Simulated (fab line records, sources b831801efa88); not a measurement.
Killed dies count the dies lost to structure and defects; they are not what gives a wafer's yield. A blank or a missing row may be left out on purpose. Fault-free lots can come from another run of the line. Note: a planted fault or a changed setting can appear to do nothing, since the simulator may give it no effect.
fab line records ; flow gf180mcu
[record] lots = 12; wafers = 34; lastDay = 34
route steps=602 shown V1@360 M2@365 V3@452 TOP_METAL@576
lots that met no fault: taken from a fault-free run of the same line
startH: hours from the record's opening day to when the first of the lot's shown wafers began ; waitH: hours elapsed since this lot's preceding step ; " as in the row above ; L1.1+2: a single row standing in for several wafers ; - no value, or no start was given ; * or withheld: withheld ; < > ~ a bound
route shown NAME@n: a module of which the file shows steps, and the number in the route of the first ; usual: average and standard deviation across the fault-free wafers ; same: alike in all rows ; chamber/n: place in a boat ; sites: the reading at each site ; _std_site: standard deviation across them ; _edge_site: inner sites' mean taken away from outer sites' mean ; radiusMm: how far each site lies from the wafer's centre ; mask NAME#n: copy n ; behind: the most recent tool/chamber to have shaped the wafer ; hold: why the lot went on hold/how many hours it stayed there/how the hold came to an end ; device: transistor that didn't switch, given as n, p or np ; end of line: tests run on the same wafers once the route is complete ; step lacking rows: just its recipe ; killed: count of dies lost to structure and defects at first sort (not the wafer's yield) ; map: dies across one wafer; x = killed, . = not, _ = none there
set.NAME: the setting the step ran with; set.NAME@STEP: the setting that earlier step ran with ; model.NAME: the simulator's own value behind a step, which no gauge read
one table for each step of the route and one row for each wafer, over a sample of lots
services: from which hour (startH, from the record's first day; less than 0 if before it) a tool's chamber was out of use, for how many hours, and why
[[steps]]
[step GF_V1_THK_MEAS_25]
[recipe] thkMeasGauge = xrf; reads = W_of_V1_CVD_23
[usual] V1_W_THK = 341/5.5
lot.wafer;tool;chamber;startH;waitH;V1_W_THK[nm]
L848.2;filmMetro-02;-;412.07;0.1;345
L848.4;filmMetro-02;-;412.07;0.1;339
L848.5;filmMetro-02;-;412.07;0.1;342
L849.1;filmMetro-02;-;422.45;0.1;355
L849.3;filmMetro-02;-;422.45;0.1;347
L849.6;filmMetro-02;-;422.45;0.1;340
L851.1;filmMetro-03;-;436.98;0.1;333
L851.3;filmMetro-03;-;436.98;0.1;339
L851.5;filmMetro-03;-;436.98;0.1;328
L860.3;filmMetro-03;-;524.90;0.1;343
L860.4;filmMetro-03;-;524.90;0.1;336
L861.4;filmMetro-03;-;527.68;0.1;337
L861.5;filmMetro-03;-;527.68;0.1;343
L862.3;filmMetro-03;-;537.22;0.1;337
L862.5;filmMetro-03;-;537.22;0.1;336
L862.6;filmMetro-03;-;537.22;0.1;342
L863.2;filmMetro-01;-;546.89;0.1;339
L863.5;filmMetro-01;-;546.89;0.1;340
L863.6;filmMetro-01;-;546.89;0.1;336
L864.1;filmMetro-01;-;549.47;0.1;337
L864.2;filmMetro-01;-;549.47;0.1;344
L864.5;filmMetro-01;-;549.47;0.1;345
L865.1;filmMetro-01;-;563.18;0.1;336
L865.2;filmMetro-01;-;563.18;0.1;345
L865.5;filmMetro-01;-;563.18;0.1;345
L866.1;filmMetro-01;-;568.25;0.1;345
L866.2;filmMetro-01;-;568.25;0.1;337
L866.4;filmMetro-01;-;568.25;0.1;338
L869.3;filmMetro-03;-;587.66;0.1;350
L869.4;filmMetro-03;-;587.66;0.1;343
L869.5;filmMetro-03;-;587.66;0.1;338
L871.2;filmMetro-01;-;605.09;0.1;343
L871.4;filmMetro-01;-;605.09;0.1;341
L871.5;filmMetro-01;-;605.09;0.1;338
[step GF_M2_SPUTTER_03]
[recipe] material = Ti; targetThkNm = 10; substrateTempC = 300; chamberPressurePa = 0.3; powerW = 3000; timeS = 6.7
[usual] substrateTempC = 300.02/0.2; throttleValvePct = 30.4/0.72
lot.wafer;tool;chamber;startH;waitH;substrateTempC;throttleValvePct
L848.2;pvdSputter-04;-;412.58;0.0;300.17;30.4
L848.4;pvdSputter-04;-;412.58;0.0;300.28;29.9
L848.5;pvdSputter-04;-;412.58;0.0;299.86;30.7
L849.1;pvdSputter-01;-;422.98;0.0;299.61;30.0
L849.3;pvdSputter-01;-;422.98;0.0;300.19;29.9
L849.6;pvdSputter-01;-;422.98;0.0;300.10;30.7
L851.1;pvdSputter-04;-;437.50;0.0;300.21;32.0
L851.3;pvdSputter-04;-;437.50;0.0;299.88;30.6
L851.5;pvdSputter-04;-;437.50;0.0;300.19;31.8
L860.3;pvdSputter-01;-;525.40;0.0;300.16;27.8
L860.4;pvdSputter-01;-;525.40;0.0;300.34;30.4
L861.4;pvdSputter-04;-;528.17;0.0;300.11;30.2
L861.5;pvdSputter-04;-;528.17;0.0;300.25;30.4
L862.3;pvdSputter-04;-;537.72;0.0;299.74;30.6
L862.5;pvdSputter-04;-;537.72;0.0;299.89;30.5
L862.6;pvdSputter-04;-;537.72;0.0;300.01;30.6
L863.2;pvdSputter-04;-;547.40;0.0;300.01;30.7
L863.5;pvdSputter-04;-;547.40;0.0;299.77;29.9
L863.6;pvdSputter-04;-;547.40;0.0;300.35;30.5
L864.1;pvdSputter-01;-;549.99;0.0;300.40;29.9
L864.2;pvdSputter-01;-;549.99;0.0;300.14;30.2
L864.5;pvdSputter-01;-;549.99;0.0;299.68;27.7
L865.1;pvdSputter-03;-;563.70;0.0;299.80;30.0
L865.2;pvdSputter-03;-;563.70;0.0;300.22;30.3
L865.5;pvdSputter-03;-;563.70;0.0;300.14;29.8
L866.1;pvdSputter-04;-;568.77;0.0;300.27;30.3
L866.2;pvdSputter-04;-;568.77;0.0;299.89;31.9
L866.4;pvdSputter-04;-;568.77;0.0;299.80;30.5
L869.3;pvdSputter-04;-;588.16;0.0;300.26;30.6
L869.4;pvdSputter-04;-;588.16;0.0;300.18;30.5
L869.5;pvdSputter-04;-;588.16;0.0;299.96;30.4
L871.2;pvdSputter-03;-;605.60;0.0;300.14;30.3
L871.4;pvdSputter-03;-;605.60;0.0;300.28;31.2
L871.5;pvdSputter-03;-;605.60;0.0;300.02;31.0
[step GF_V3_CVD_23]
[recipe] material = W; targetThkNm = 350; timeS = 104.9; tempC = 400; pressureTorr = 40
[usual] heaterPowerOuterW = 548/50; heaterPowerW = 880/70
lot.wafer;tool;chamber;startH;waitH;heaterPowerOuterW;heaterPowerW
L848.2;cvdW-01;1;515.12;0.0;507;799
L848.4;cvdW-01;1;515.12;0.0;498;831
L848.5;cvdW-01;1;515.12;0.0;503;812
L849.1;cvdW-01;0;523.06;0.0;519;835
L849.3;cvdW-01;1;523.06;0.0;485;805
L849.6;cvdW-01;0;523.06;0.0;514;852
L851.1;cvdW-01;1;536.94;0.0;516;814
L851.3;cvdW-01;1;536.94;0.0;494;840
L851.5;cvdW-01;1;536.94;0.0;491;785
L860.3;cvdW-02;1;618.33;0.1;654;1005
L860.4;cvdW-02;0;618.33;0.1;561;898
L861.4;cvdW-01;0;619.41;0.1;514;884
L861.5;cvdW-01;1;619.41;0.1;503;818
L862.3;cvdW-02;0;628.60;0.1;559;902
L862.5;cvdW-02;1;628.60;0.1;657;1011
L862.6;cvdW-02;0;628.60;0.1;567;882
L863.2;cvdW-01;0;637.57;0.0;541;873
L863.5;cvdW-01;1;637.57;0.0;493;816
L863.6;cvdW-01;0;637.57;0.0;541;865
L864.1;cvdW-02;0;647.68;0.0;548;862
L864.2;cvdW-02;1;647.68;0.0;620;1011
L864.5;cvdW-02;0;647.68;0.0;559;895
L865.1;cvdW-02;0;652.94;0.0;558;899
L865.2;cvdW-02;1;652.94;0.0;637;1023
L865.5;cvdW-02;0;652.94;0.0;564;879
L866.1;cvdW-02;0;657.36;0.0;577;881
L866.2;cvdW-02;1;657.36;0.0;651;1010
L866.4;cvdW-02;1;657.36;0.0;641;1004
L869.3;cvdW-02;1;674.73;0.1;641;1014
L869.4;cvdW-02;0;674.73;0.1;575;852
L869.5;cvdW-02;1;674.73;0.1;647;983
L871.2;cvdW-02;1;689.70;0.0;652;1015
L871.4;cvdW-02;1;689.70;0.0;634;1018
L871.5;cvdW-02;0;689.70;0.0;569;862
[step GF_TOP_METAL_COAT_09]
[recipe] resist = NOVOLAK; spinRpm = 3000; resistThkNm = 1500
[usual] spinSpeedRpm = 2999.8/2
lot.wafer;tool;chamber;startH;waitH;spinSpeedRpm
L848.2;lithoTrack-04;0;640.91;0.1;2999.6
L848.4;lithoTrack-04;0;640.91;0.1;2999.7
L848.5;lithoTrack-04;0;640.91;0.1;3005.6
L849.1;lithoTrack-02;0;647.45;0.1;2995.2
L849.3;lithoTrack-02;0;647.45;0.1;2996.2
L849.6;lithoTrack-02;0;647.45;0.1;2998.3
L851.1;lithoTrack-02;0;659.70;0.1;3000.4
L851.3;lithoTrack-02;0;659.70;0.1;2997.6
L851.5;lithoTrack-02;0;659.70;0.1;3000.2
L860.3;lithoTrack-02;0;729.75;0.1;2998.9
L860.4;lithoTrack-02;0;729.75;0.1;3000.5
L861.4;lithoTrack-02;0;730.37;0.1;2997.8
L861.5;lithoTrack-02;0;730.37;0.1;3004.3
L862.3;lithoTrack-01;0;738.85;0.1;2997.9
L862.5;lithoTrack-01;0;738.85;0.1;3001.1
L862.6;lithoTrack-01;0;738.85;0.1;3002.2
L863.2;lithoTrack-04;0;746.56;0.1;3002.0
L863.5;lithoTrack-04;0;746.56;0.1;3000.2
L863.6;lithoTrack-04;0;746.56;0.1;2999.1
L864.1;lithoTrack-04;0;755.68;0.1;3002.0
L864.2;lithoTrack-04;0;755.68;0.1;3003.1
L864.5;lithoTrack-04;0;755.68;0.1;3005.8
L865.1;lithoTrack-01;0;759.40;0.1;2998.4
L865.2;lithoTrack-01;0;759.40;0.1;2999.6
L865.5;lithoTrack-01;0;759.40;0.1;3000.5
L866.1;lithoTrack-04;0;762.63;0.1;2999.5
L866.2;lithoTrack-04;0;762.63;0.1;2997.6
L866.4;lithoTrack-04;0;762.63;0.1;2999.9
L869.3;lithoTrack-01;0;776.80;0.1;2999.6
L869.4;lithoTrack-01;0;776.80;0.1;3000.3
L869.5;lithoTrack-01;0;776.80;0.1;2999.6
L871.2;lithoTrack-04;0;788.96;0.1;3000.7
L871.4;lithoTrack-04;0;788.96;0.1;3000.6
L871.5;lithoTrack-04;0;788.96;0.1;3001.2
[step GF_TOP_METAL_STRIP_17]
[recipe] chemistry = O2/N2; powerW = 1400; pressureMtorr = 1500; platenTempC = 250; o2FlowSccm = 3000; n2FlowSccm = 300; overashFraction = 0.5
[usual] drypumpMotorCurrentA = 5.7/0.45; heaterPowerW = 320/21; oesProductAu = 0.711/0.0046; stripTimeToEndpointS = 13.02/0.084
lot.wafer;tool;chamber;startH;waitH;drypumpMotorCurrentA;heaterPowerW;oesProductAu;rfHoursCounterH;stripTimeToEndpointS
L848.2;plasmaAsher-04;1;651.28;0.1;5.0;299;0.719;58;12.94
L848.4;plasmaAsher-04;1;651.28;0.1;4.9;298;0.703;-;13.10
L848.5;plasmaAsher-04;1;651.28;0.1;4.9;295;0.713;-;13.14
L849.1;plasmaAsher-04;0;657.63;0.1;6.2;325;0.703;58;12.95
L849.3;plasmaAsher-04;1;657.63;0.1;4.9;298;0.706;-;13.10
L849.6;plasmaAsher-04;1;657.63;0.1;4.9;306;0.702;-;13.13
L851.1;plasmaAsher-02;0;669.33;0.1;5.6;347;0.712;87;13.01
L851.3;plasmaAsher-02;0;669.33;0.1;5.6;340;0.706;-;12.89
L851.5;plasmaAsher-02;1;669.33;0.1;5.6;345;0.707;-;13.04
L860.3;plasmaAsher-04;0;739.03;0.1;6.3;331;0.709;-;13.15
L860.4;plasmaAsher-04;1;739.03;0.1;4.9;293;0.712;-;14.13
L861.4;plasmaAsher-02;1;739.62;0.1;5.6;338;0.711;-;13.97
L861.5;plasmaAsher-02;0;739.62;0.1;5.6;338;0.710;-;13.05
L862.3;plasmaAsher-04;1;747.58;0.1;4.9;302;0.707;-;13.06
L862.5;plasmaAsher-04;0;747.58;0.1;6.3;335;0.710;-;13.06
L862.6;plasmaAsher-04;1;747.58;0.1;4.9;304;0.710;-;12.98
L863.2;plasmaAsher-01;0;755.92;0.3;5.9;295;0.714;1;13.05
L863.5;plasmaAsher-01;1;755.92;0.3;5.8;329;0.713;-;12.98
L863.6;plasmaAsher-01;0;755.92;0.3;6.0;292;0.715;-;13.03
L864.1;plasmaAsher-04;1;763.58;0.1;4.9;294;0.713;69;13.19
L864.2;plasmaAsher-04;0;763.58;0.1;6.3;329;0.707;69;13.11
L864.5;plasmaAsher-04;1;763.58;0.1;4.9;301;0.710;-;13.12
L865.1;plasmaAsher-04;1;767.83;0.1;4.9;302;0.710;70;13.08
L865.2;plasmaAsher-04;0;767.83;0.1;6.3;326;0.707;70;12.89
L865.5;plasmaAsher-04;0;767.83;0.1;6.3;328;0.717;-;13.03
L866.1;plasmaAsher-01;0;771.03;0.1;6.0;293;0.714;3;13.04
L866.2;plasmaAsher-01;1;771.03;0.1;5.9;322;0.708;3;12.92
L866.4;plasmaAsher-01;0;771.03;0.1;5.9;292;0.713;-;13.03
L869.3;plasmaAsher-02;0;784.67;0.2;5.6;341;0.709;-;12.95
L869.4;plasmaAsher-02;1;784.67;0.2;5.6;339;0.718;-;13.05
L869.5;plasmaAsher-02;0;784.67;0.2;5.6;336;0.709;-;12.93
L871.2;plasmaAsher-01;1;796.44;0.1;5.9;320;0.710;6;13.03
L871.4;plasmaAsher-01;0;796.44;0.1;6.0;289;0.717;-;12.98
L871.5;plasmaAsher-01;0;796.44;0.1;6.0;305;0.719;-;13.03
[[services]]
tool;chamber;startH;hours;kind
cvdW-02;-;390.00;14.0;pm
pvdSputter-01;-;390.17;3.4;repair
plasmaAsher-01;-;399.38;0.5;repair
plasmaAsher-04;-;416.50;0.6;repair
pvdSputter-01;-;432.73;6.8;repair
plasmaAsher-02;-;452.31;4.1;repair
cvdW-02;0;462.91;11.6;repair
pvdSputter-04;-;470.16;5.5;repair
cvdW-01;0;497.35;3.0;repair
plasmaAsher-02;-;503.95;2.0;repair
pvdSputter-01;-;529.28;2.3;repair
cvdW-02;0;545.34;7.4;repair
cvdW-02;1;548.38;9.6;repair
plasmaAsher-04;-;552.38;2.8;pm
cvdW-02;-;586.81;2.8;pm
cvdW-02;-;590.81;6.9;pm
pvdSputter-04;-;677.16;4.4;repair
cvdW-01;-;683.13;6.9;pm
plasmaAsher-04;-;688.10;0.8;repair
pvdSputter-04;-;689.18;13.8;repair
cvdW-02;1;704.41;3.7;repair
plasmaAsher-04;-;706.87;8.4;repair
plasmaAsher-01;-;733.75;9.0;pm
pvdSputter-04;-;747.51;9.0;repair
[[key]]
[firstSign] step = GF_TOP_METAL_STRIP_17; reading = stripTimeToEndpointS; direction = up; sigmas = 12; usual = *; struck = *
effect none on later readings
metAt GF_TOP_METAL_COAT_09
struckLots L860,L861
struckWafers L860.4,L861.4
notActingAt GF_V1_THK_MEAS_25,GF_M2_SPUTTER_03,GF_V3_CVD_23
onsetBetween 659.70 729.75
[fault] kind = processParameterDrift; tool = lithoTrack-02; chamber = -; onsetH = 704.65; steps = GF_TOP_METAL_COAT_09; channel = resistThkNm; offset = *; shape = step; endH = 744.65; scope = struckWafersOnly; actsIn = *; stated = *
